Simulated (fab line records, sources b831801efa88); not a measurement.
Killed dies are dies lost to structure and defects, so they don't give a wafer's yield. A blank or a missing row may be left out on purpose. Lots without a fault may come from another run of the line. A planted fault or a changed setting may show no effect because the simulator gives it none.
Which tool did it? | flow gf180mcu | 12 lots, 36 wafers sampled, at 3 steps of a route of 602

WHAT THE GAUGES READ, wafer by wafer
GF_V3_THK_MEAS_03.
lot  | measured     | on            | V3_CVD_02_THK (nm)
L075 | day 21 17:53 | film_metro-01 | 848 857 861
L077 | day 22 11:32 | film_metro-03 | 847 855 856
L079 | day 23 05:11 | film_metro-02 | 845 840 849
L081 | day 24 03:06 | film_metro-03 | 845 837 850
L083 | day 24 19:24 | film_metro-02 | 836 831 843
L085 | day 25 06:56 | film_metro-02 | 868 862 864
L087 | day 26 00:02 | film_metro-01 | 836 843 843
L090 | day 27 07:19 | film_metro-01 | 837 855 869
L091 | day 27 09:29 | film_metro-03 | 828 849 838
L093 | day 27 18:35 | film_metro-01 | 832 855 850
L095 | day 28 16:58 | film_metro-03 | 831 830 848
L097 | day 29 08:42 | film_metro-01 | 857 841 868

WHICH TOOL RAN EACH LOT (tool, then ch and the chambers of the sampled wafers, then the start)
lot  | GF_V1_ETCH_16                      | GF_V1_CMP_26
L075 | rie_diel-02 ch 1,2, day 18 10:30   | cmp-01 ch 0,1,3, day 18 11:40
L077 | rie_diel-01 ch 0,1, day 19 05:15   | cmp-02 ch 0,1,2, day 19 06:19
L079 | rie_diel-03 ch 0,3, day 19 23:40   | cmp-01 ch 0,2, day 20 00:47
L081 | rie_diel-01 ch 2,3, day 20 22:45   | cmp-01 ch 0,1,3, day 20 23:49
L083 | rie_diel-01 ch 0,1,3, day 21 15:55 | cmp-01 ch 0,1,2, day 21 17:05
L085 | rie_diel-03 ch 1,2, day 22 05:46   | cmp-01 ch 1,2,3, day 22 06:55
L087 | rie_diel-03 ch 2,3, day 22 21:24   | cmp-02 ch 1,3, day 22 22:28
L090 | rie_diel-01 ch 0,3, day 24 10:57   | cmp-01 ch 1,2,3, day 24 12:07
L091 | rie_diel-02 ch 2,3, day 24 13:27   | cmp-01 ch 1,2,3, day 24 14:37
L093 | rie_diel-01 ch 0,2,3, day 24 20:27 | cmp-02 ch 2,3, day 24 23:57
L095 | rie_diel-01 ch 0,2,3, day 25 22:13 | cmp-01 ch 0,2,3, day 25 23:29
L097 | rie_diel-02 ch 1,2,3, day 26 15:30 | cmp-02 ch 1,2, day 26 16:34
- GF_V1_ETCH_16: etches BARC in N2/H2.
- GF_V1_CMP_26: polishes, stops on SiO2, t overpolish 15 s, target thk 0 nm.

THE ANSWER, worked out from the rows above alone
Rule: what is usual is taken from the lots themselves. Put in order of their means at a reading, lots are off if they are a third of the lots or fewer, leave a main group of 4 or more, and stand apart from it by a gap of 3 or more times the standard deviation of the main group's means; of several such gaps the widest counts. A main group whose means are all the same, to the digits that the tables above print for the reading, isn't used. A lot without any number at a reading at which 4 lots or more have one is off too. The other lots that the step has rows for count as sound.
No lot is off at any reading shown: from this, nothing can be told.

WHAT THE SIMULATOR HAD PUT IN
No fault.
